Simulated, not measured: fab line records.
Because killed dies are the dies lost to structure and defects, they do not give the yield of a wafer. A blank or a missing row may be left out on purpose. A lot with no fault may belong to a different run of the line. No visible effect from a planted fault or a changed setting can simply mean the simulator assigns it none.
A lot that was struck, set against a sound lot ; flow sky130 ; 35 out of 708 route steps
Sound: these wafers, L646.1, L646.2, L646.5. The struck wafers were L648.1, L648.3, L648.4. Last of all comes the cause.
Order at every step that has rows: each side's tool, ch and its chambers, its first start. Under that, the readings that differ: sound wafers ; struck wafers ; difference of the means ; sigmas: that difference in standard deviations of wafers without a fault.
alike: same words and numbers on both sides, and readings whose means sit less than 2 such deviations apart. not compared: any withheld reading, any reading some wafer has no value for, any bound like >300 that may hide the same value, and any number with overlapping values for which the record gives no deviation.
A row with sigmas, a row that says differs or no value, or rows on one side alone: a step with any of these is where the two part. When numbers do not overlap yet have no deviation, they are printed without sigmas and do not part them. A reading that every wafer of one side lacks parts them only if that side has two wafers or more.

first, 10 steps without rows for these wafers: SKY_GATE_OXIDE_CLEAN_15 (cleans in SC1/SC2, time 150 s); SKY_GATE_OXIDE_OXIDATION_16 (stabilise 600 s, purge 300 s, target thk 3.57 nm); SKY_POLY_GATE_CVD_00 (deposits poly-Si, target thk 180 nm, time 720 s); SKY_RES_PROTECT_DEHYDRATE_00 (time 60 s); SKY_RES_PROTECT_HMDS_01 (prime time 60 s); SKY_RES_PROTECT_COAT_02 (resist thk 1140 nm); SKY_RES_PROTECT_SOFTBAKE_03 (time 60 s); SKY_RES_PROTECT_EXPOSE_04 (exposes mask RPM, target cd 1270 nm); SKY_RES_PROTECT_PEB_05; SKY_RES_PROTECT_DEVELOP_06 (develop time 60 s).
SKY_POLY_GATE_IMPLANT_02:
  sound on implanter-04 ch 0, day 19 19:31; struck on implanter-04 ch 0, day 20 17:55
  alike: tilt_deg
then, 23 steps without rows for these wafers: SKY_RES_PROTECT_STRIP_07 (strips in O2/N2); SKY_RES_PROTECT_CLEAN_09 (cleans in SC1/SC2, time 150 s); SKY_POLY_GATE_CVD_03 (deposits Si3N4 from DCS/NH3, target thk 75 nm, time 1290 s); SKY_POLY_GATE_DEHYDRATE_05 (time 60 s); SKY_POLY_GATE_HMDS_06 (prime time 60 s); SKY_POLY_GATE_COAT_07 (resist thk 108.9 nm); SKY_POLY_GATE_COAT_08 (resist thk 450 nm); SKY_POLY_GATE_SOFTBAKE_09 (time 90 s); SKY_POLY_GATE_EXPOSE_10 (exposes mask P1M, target cd 150 nm); SKY_POLY_GATE_PEB_11; SKY_POLY_GATE_DEVELOP_12 (develop time 60 s); SKY_POLY_GATE_ETCH_15 (etches BARC in N2/H2, stops on SiO2, time 118.5 s, target depth 110 nm); SKY_POLY_GATE_ETCH_16 (etches Si3N4 in CH3F/O2, stops on poly-Si, time 152.6 s, target depth 75 nm); SKY_POLY_GATE_ETCH_17 (etches poly-Si in HBr/Cl2, stops on SiO2, target depth 180 nm, time 70.5 s); SKY_POLY_GATE_STRIP_18 (strips in O2/N2); SKY_POLY_GATE_CLEAN_19 (cleans in SC1/SC2, time 150 s); SKY_POLY_GATE_OXIDATION_20 (stabilise 600 s, purge 300 s, target thk 4 nm); SKY_LDD_N_DEHYDRATE_00 (time 60 s); SKY_LDD_N_HMDS_01 (prime time 60 s); SKY_LDD_N_COAT_02 (resist thk 300 nm); SKY_LDD_N_SOFTBAKE_03 (time 60 s); SKY_LDD_N_EXPOSE_04 (exposes mask NTM, target cd 840 nm); SKY_LDD_N_PEB_05.
-- here the record skips 29 days between the struck wafers' starts before and after, leaving off in module LDD_N and picking up in module PAD_OPEN (first step shown: number 708 of the route) --
SKY_PAD_OPEN_PROBE_99:
  sound on prober-01, day 48 22:56; struck on prober-01, day 49 12:17
reading;sound;struck;difference;sigmas
model.etest.res_poly.rs_ohm_sq_rim_less_centre;0.2608 0.6814 0.5854;-2.659 -1.732 -2.621;-2.847;
model.etest.res_poly.rs_ohm_sq_range;1.844 0.948 1.235;3.05 2.281 2.99;+1.43;
  alike: killed_at_M0_to_M3, killed_at_M4_up, killed_at_contacts, killed_at_front_end, killed_at_other, killed_dies, killed_open, killed_short

WHERE THEY PART
Nowhere in this record.

WHY: what the simulator had put in
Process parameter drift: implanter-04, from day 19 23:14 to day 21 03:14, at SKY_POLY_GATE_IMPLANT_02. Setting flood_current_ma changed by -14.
